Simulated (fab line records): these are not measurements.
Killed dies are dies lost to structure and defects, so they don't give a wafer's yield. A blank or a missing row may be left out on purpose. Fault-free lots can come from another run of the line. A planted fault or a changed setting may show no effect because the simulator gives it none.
Code-filled problem report in 8D (eight disciplines) form / flow sky130 / the parts of the form that need people (team, actions taken, sign-off) are left out

1. THE PROBLEM
On 2 wafers of 1 lot, oesProductAu at SKY_CAP2M_METAL_ETCH_13 has a mean of 0.767 a.u.; fault-free wafers read 0.942 a.u., standard deviation 0.0073. Relative to the usual mean, that is a shift of -24 standard deviations.
The step: etches TiN in Cl2/BCl3, stops on SiO2, target depth 220 nm, time 62.9 s.
The first sign was on wafer L858.2 at day 44 01:03, on rieMetal-01. The record has a number at this step for 30 wafers belonging to 10 lots. Rule for "out", or "out of limits": more than 4 standard deviations from the usual mean. All remaining wafers that have a number are taken as sound.

2. WHAT THIS IS AND IS NOT
question=which readings at this step | is=oesProductAu, throttleValvePct | is not=bcl3FlowSccm, biasW, drypumpMotorCurrentA
question=which lots | is=L858 | is not=L849, L850, L852, L861, L863, L865, L866, L868, L870
question=which wafers of those lots | is=L858.2, L858.6 | is not=L858.5
question=read on which tools | is=rieMetal-01 | is not=rieMetal-02, rieMetal-03
question=when | is=from day 44 01:03 | is not=up to then (10 sound wafers); but 18 sound wafers of L861, L863, L865, L866, L868, L870 came after

3. SUSPECTS, AND WHAT RULES EACH OUT
Counting: a tool at a process step up to the reading stays a suspect if it ran every lot that is out. Sound lots after the first of them don't rule it out here, since some wafers of a struck lot are sound.
- pvdSputter-03 at SKY_METAL4_SPUTTER_04 (material TiN, target thk 70 nm, time 58.3 s): kept. It processed L858, the lot that is out, at day 43 01:52, and its most recent sound lot before then was L850 at day 40 14:58.
- rieMetal-01 at SKY_CAP2M_METAL_ETCH_13 (etches TiN in Cl2/BCl3, stops on SiO2, target depth 220 nm, time 62.9 s): kept. It processed L858, the lot that is out, at day 44 01:03, and its most recent sound lot before then was L850 at day 41 15:16. Its own oesProductAu, throttleValvePct readings are out on those wafers.
- Within rieMetal-01 at SKY_CAP2M_METAL_ETCH_13, the wafers that are out were processed in chamber 1 and their sound lot-mates in chamber 0.
What counting leaves: pvdSputter-03 at SKY_METAL4_SPUTTER_04 and rieMetal-01 at SKY_CAP2M_METAL_ETCH_13.

4. THE CAUSE (what the simulator had put in)
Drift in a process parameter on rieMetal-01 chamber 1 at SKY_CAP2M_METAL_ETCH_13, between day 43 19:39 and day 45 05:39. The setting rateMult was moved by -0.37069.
2 suspects survive the count, and this tool is in that group.

5. SEQUENCE OF EFFECTS, ordered by route
Rows list readings where the struck wafers' mean (over those with a number) sits beyond 3 standard deviations from the usual. Only readings for which the record gives a usual standard deviation are gone through. hours: the time from each lot's start at the first step in this table that gives one to its start at this step, as a median over the lots. sigmas: the change in usual standard deviations.
hours=0; step=SKY_CAP2M_METAL_ETCH_13; reading=oesProductAu; usual=0.942 a.u.; on struck wafers=0.767; change=-0.175; sigmas=-24
hours=0; step=SKY_CAP2M_METAL_ETCH_13; reading=throttleValvePct; usual=21.901 %; on struck wafers=22.015; change=+0.114; sigmas=+12
hours=0; step=SKY_CAP2M_STRIP_14; reading=stripTimeToEndpointS; usual=12.65 s; on struck wafers=13.23; change=+0.58; sigmas=+14
hours=109; step=SKY_PAD_OPEN_PROBE_99; reading=defectLimitedYield; usual=82.7 %; on struck wafers=0.0; change=-82.7; sigmas=-41
hours=109; step=SKY_PAD_OPEN_PROBE_99; reading=killedAtOther; usual=0.3; on struck wafers=415.5; change=+415.2; sigmas=+99 or more
hours=109; step=SKY_PAD_OPEN_PROBE_99; reading=killedDies; usual=85; on struck wafers=492; change=+407; sigmas=+42
hours=109; step=SKY_PAD_OPEN_PROBE_99; reading=killedOnRim; usual=17; on struck wafers=96; change=+79; sigmas=+24
hours=109; step=SKY_PAD_OPEN_PROBE_99; reading=sort_bin_3_pad_short; usual=0.9 %; on struck wafers=85.0; change=+84.1; sigmas=+99 or more
hours=109; step=SKY_PAD_OPEN_PROBE_99; reading=sortNPass; usual=407; on struck wafers=0; change=-407; sigmas=-42
hours=109; step=SKY_PAD_OPEN_PROBE_99; reading=sortYieldPct; usual=82.7 %; on struck wafers=0.0; change=-82.7; sigmas=-41
It contains these process steps:
- SKY_CAP2M_METAL_ETCH_13: etches TiN in Cl2/BCl3, stops on SiO2, target depth 220 nm, time 62.9 s.
- SKY_CAP2M_STRIP_14: strips in O2/N2.
- SKY_PAD_OPEN_PROBE_99

6. HOW IT WOULD HAVE BEEN CAUGHT EARLIER
First out-of-limits reading in this record: day 44 01:03, which is 5 hours after fault onset at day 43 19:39.
